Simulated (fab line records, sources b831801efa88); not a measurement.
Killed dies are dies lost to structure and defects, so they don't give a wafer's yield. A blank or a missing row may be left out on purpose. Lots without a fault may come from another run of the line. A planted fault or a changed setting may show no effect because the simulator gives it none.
Chamber matching | flow sky130 | SKY_VIA1_CMP_24 on cmp-01: 4 sister chambers
The step polishes, stops on SiO2, t overpolish 15 s, target thk 0 nm. 8 wafers are shown with their chamber, then 10 later ones without.

WAFERS WITH THEIR CHAMBER
wafer  | chamber | time_to_endpoint_s (s) | motor_current_A (A)
L086.1 | 1       | 58.3                   | 11.8
L087.3 | 1       | 55.7                   | 10.9
L087.6 | 3       | 65.6                   | 10.3
L089.2 | 0       | 62.2                   | 11.9
L089.3 | 2       | 63.8                   | 12.1
L089.6 | 3       | 64.3                   | 10.5
L092.2 | 0       | 61.7                   | 11.2
L092.4 | 2       | 61.4                   | 13.3

WAFERS WITHOUT THEIR CHAMBER
wafer  | time_to_endpoint_s (s) | motor_current_A (A)
L092.6 | 61.5                   | 10.2
L093.3 | 59.6                   | 11.0
L093.4 | 61.9                   | 11.0
L093.6 | 59.2                   | 10.4
L095.2 | 62.5                   | 11.4
L095.3 | 57.7                   | 11.5
L095.5 | 60.4                   | 10.8
L097.1 | 60.1                   | 11.2
L097.2 | 66.0                   | 10.5
L097.4 | 64.1                   | 12.3

WHICH CHAMBER EACH WENT THROUGH
wafer  | from the rows above               | in truth
L092.6 | can't be placed: 0 or 3 or 1      | 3
L093.3 | can't be placed: 0 or 1 or 2      | 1
L093.4 | can't be placed: 0 or 3 or 2      | 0
L093.6 | can't be placed: 1 or 0 or 3      | 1
L095.2 | can't be placed: 0 or 2           | 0
L095.3 | 1                                 | 1
L095.5 | can't be placed: 0 or 1 or 3 or 2 | 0
L097.1 | can't be placed: 0 or 1 or 2      | 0
L097.2 | 3                                 | 3
L097.4 | can't be placed: 2 or 0 or 3      | 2
Placed correctly: 2 of 10. Can't be placed from these rows: 8 (the true chamber is among the candidates in 8). Placed wrongly: 0.
How it was worked out, from the rows above alone: a wafer's distance from a chamber is the root of the sum, over the readings, of the square of ((its reading less the chamber's mean) divided by the reading's scatter). The wafer belongs to the nearest chamber; if the next one is less than 2 further off, it can't be placed. A chamber's mean is the mean of its shown wafers. The scatter: the root of (the sum of the squares of (reading less its chamber's mean) over the shown wafers, divided by (wafers less chambers)).
